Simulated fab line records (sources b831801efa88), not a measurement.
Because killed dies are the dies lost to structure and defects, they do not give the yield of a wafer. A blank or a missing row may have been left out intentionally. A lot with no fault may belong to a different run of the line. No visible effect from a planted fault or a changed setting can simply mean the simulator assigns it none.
fab line records    flow gf180mcu
record: lots: 14  wafers: 42  lastDay: 34
route steps=602 shown V5@544
lots untouched by any fault: they come from a run of this same line in which no faults occurred
startH: hours from the record's opening day to when the first of the lot's shown wafers began    waitH: hours from the lot's prior step to this one    " the same as in the row above    L1.1+2: a single row standing in for several wafers    - no value present, or no start provided    * or withheld: withheld    < > ~ a bound
route shown NAME@n: names a module that has steps shown in the file, with the first one's number in the route    usual: mean and standard deviation over wafers with no fault    same: alike in all rows    chamber/n: place in a boat    sites: the reading at each site    _std_site: standard deviation across them    _edge_site: mean of outer sites minus mean of inner sites    radiusMm: for every site, how far away it sits from the centre of the wafer    mask NAME#n: copy n    behind: the last tool/chamber to shape the wafer    hold: cause of the lot's hold/its duration in hours/its outcome    device: which transistor (n, p or np) failed to switch    end of line: at the end of the route, the tests of the same wafers    a step without rows: its recipe alone    killed: dies that structure and defects cost at the first sort, which is not the same as the wafer's yield    map: a wafer's dies, x killed, . not, _ none there
set.NAME: the setting as run; set.NAME@STEP: as run at that earlier step    model.NAME: the simulator's own value behind a step, which no gauge read
the route's steps for a sample of lots (tables are steps, rows are wafers)
services: a tool's chamber out of use, with start hour (startH, from the record's first day; less than 0 if before it), hours out, and reason
== steps ==
step: GF_V5_CMP_04
recipe: material: SiO2  downForcePsi: 4  platenRpm: 60  padVelocityMS: 0.94248
usual: motorCurrentA: 12.5/1.1  retainingRingPressureFrac: 1.001/0.0051  slurryFlowMlMin: 150.0/0.42
lot.wafer  tool    chamber  startH  waitH  motorCurrentA  retainingRingPressureFrac  slurryFlowMlMin
L407.4     cmp-01  3        609.35  0.1    13.5           1.002                      149.5
L407.1     "       0        "       "      12.7           1.004                      150.8
L407.5     "       2        "       "      13.3           1.004                      150.4
L409.3     cmp-02  1        623.25  0.0    13.0           1.004                      149.9
L409.1     "       2        "       "      10.7           0.993                      149.7
L409.4     "       0        "       "      12.1           1.007                      149.7
L408.2     cmp-02  1        630.51  0.1    13.8           0.998                      149.8
L408.3     "       3        "       "      11.4           1.003                      150.1
L408.6     "       1        "       "      13.4           1.008                      150.3
L410.4     cmp-01  0        635.70  0.1    13.7           0.998                      150.2
L410.1     "       1        "       "      11.4           1.004                      150.1
L410.2     "       2        "       "      14.5           0.999                      149.8
L411.3     cmp-02  2        646.33  0.0    10.9           0.998                      150.1
L411.1     "       3        "       "      11.4           0.996                      150.0
L411.6     "       2        "       "      10.9           0.992                      149.6
L414.3     cmp-01  2        666.69  0.0    13.6           1.003                      150.4
L414.2     "       3        "       "      12.7           0.996                      149.2
L414.4     "       0        "       "      13.4           1.002                      149.7
L416.4     cmp-02  0        678.69  0.0    11.9           1.002                      150.3
L416.5     "       0        "       "      11.3           1.003                      150.0
L416.6     "       1        "       "      12.6           0.992                      149.7
L419.4     cmp-02  2        702.70  0.1    11.0           1.002                      149.7
L419.3     "       3        "       "      11.0           1.000                      150.2
L419.5     "       0        "       "      11.5           0.997                      150.4
L421.3     cmp-01  2        715.49  0.1    14.5           0.999                      150.7
L421.4     "       0        "       "      12.5           0.997                      149.9
L421.6     "       1        "       "      11.6           1.001                      150.3
L422.4     cmp-01  3        725.03  0.0    13.2           1.006                      149.6
L422.1     "       2        "       "      14.0           0.992                      149.8
L422.5     "       3        "       "      12.4           1.008                      149.3
L426.2     cmp-01  3        742.75  0.1    13.0           0.997                      150.2
L426.6     "       2        "       "      13.6           1.004                      150.2
L426.5     "       3        "       "      11.8           0.996                      150.7
L427.3     cmp-01  1        753.16  0.1    11.1           1.005                      149.9
L427.4     "       2        "       "      13.6           0.996                      149.9
L427.6     "       0        "       "      12.5           1.000                      149.2
L429.1     cmp-01  0        762.14  0.1    12.2           0.999                      149.6
L429.5     "       0        "       "      13.6           0.998                      149.7
L429.6     "       1        "       "      11.4           0.995                      150.3
L430.4     cmp-01  2        768.88  0.1    14.7           1.000                      149.4
L430.3     "       3        "       "      12.3           1.007                      150.0
L430.5     "       1        "       "      11.8           1.002                      149.9
step: GF_V5_ETCH_17
recipe: chemistry: C4F8/O2/Ar  maskMaterial: KrF  target: SiO2  stopOn: TiN  sourceW: 1500  biasW: 1200  pressureMtorr: 40  c4f8FlowSccm: withheld  O2_flow_sccm: 6  Ar_flow_sccm: 300  timeS: withheld  targetDepthA: 8550
usual: oesProductAu: 0.859/0.0048  rfFwdPowerW: 1494/4.6
lot.wafer  tool        chamber  startH  waitH  oesProductAu  rfFwdPowerW
L407.1     rieDiel-02  2        -       -      0.854         1498
L407.4     "           1        "       "      0.853         1497
L407.5     "           2        "       "      0.853         1503
L409.1     rieDiel-02  1        -       -      0.855         1492
L409.3     "           2        "       "      0.860         1498
L409.4     "           0        "       "      0.856         1494
L408.2     rieDiel-03  3        -       -      0.859         1496
L408.3     "           0        "       "      0.862         1492
L408.6     "           3        "       "      0.858         1487
L410.1     rieDiel-01  1        -       -      0.865         1494
L410.2     "           3        "       "      0.859         1496
L410.4     "           0        "       "      0.854         1492
L411.1     rieDiel-02  0        -       -      0.855         1497
L411.3     "           3        "       "      0.868         1493
L411.6     "           3        "       "      0.855         1489
L414.2     rieDiel-02  1        -       -      0.851         1489
L414.3     "           0        "       "      0.863         1493
L414.4     "           2        "       "      0.857         1503
L416.4     rieDiel-03  0        -       -      0.968         1492
L416.5     "           0        "       "      0.985         1496
L416.6     "           3        "       "      0.983         1496
L419.3     rieDiel-01  3        -       -      0.970         1497
L419.4     "           2        "       "      0.977         1493
L419.5     "           0        "       "      0.976         1497
L421.3     rieDiel-01  0        -       -      0.858         1499
L421.4     "           2        "       "      0.864         1488
L421.6     "           1        "       "      0.856         1489
L422.1     rieDiel-01  1        -       -      0.849         1493
L422.4     "           3        "       "      0.855         1500
L422.5     "           0        "       "      0.842         1483
L426.2     rieDiel-03  0        -       -      0.866         1500
L426.5     "           0        "       "      0.858         1503
L426.6     "           1        "       "      0.861         1494
L427.3     rieDiel-03  2        -       -      0.858         1498
L427.4     "           0        "       "      0.867         1488
L427.6     "           3        "       "      0.863         1489
L429.1     rieDiel-03  0        -       -      0.854         1492
L429.5     "           3        "       "      0.858         1487
L429.6     "           2        "       "      0.858         1488
L430.3     rieDiel-02  3        -       -      0.859         1489
L430.4     "           0        "       "      0.855         1498
L430.5     "           0        "       "      0.861         1498
== services ==
tool        chamber  startH  hours  kind
cmp-02      -        589.51  1.9    repair
cmp-01      -        596.31  8.8    pm
rieDiel-03  0        597.83  -      clean
rieDiel-03  0        597.83  16.6   scheduledDown
rieDiel-03  0        597.83  16.6   ventCycle
cmp-01      -        605.70  2.9    repair
rieDiel-01  -        607.11  0.6    repair
rieDiel-01  -        613.83  2.8    pm
cmp-01      -        616.36  0.6    repair
rieDiel-03  2        645.93  4.9    repair
cmp-02      -        650.18  0.9    repair
cmp-01      -        652.70  2.9    repair
cmp-02      -        658.63  2.1    repair
rieDiel-01  2        664.69  7.5    repair
cmp-02      -        666.98  0.9    repair
rieDiel-01  -        696.33  4.0    pm
cmp-01      -        718.90  0.3    repair
cmp-02      -        744.23  4.0    pm
rieDiel-03  0        751.66  1.3    repair
cmp-02      -        752.72  2.7    repair
rieDiel-02  2        753.94  7.0    repair
cmp-01      -        771.43  5.8    repair
cmp-01      -        774.14  1.3    repair
cmp-02      -        777.29  7.9    pm
== key ==
firstSign: step: GF_V5_ETCH_17  reading: oesProductAu  direction: up  sigmas: 24  usual: 0.859  struck: 0.976
effect none on later readings
metAt GF_V5_CMP_04
struckLots L416,L419
sortLeftOut L416.4,L416.5,L416.6,L419.3,L419.4,L419.5
onsetBetween 646.33 678.69
fault: kind: processParameterDrift  tool: cmp-02  chamber: -  onsetH: 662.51  steps: GF_V5_CMP_04  channel: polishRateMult  offset: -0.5  shape: step  endH: 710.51
sortLeftOut: the simulated sort isn't trusted on such a fault, so these wafers' sort isn't shown, and their yield isn't known
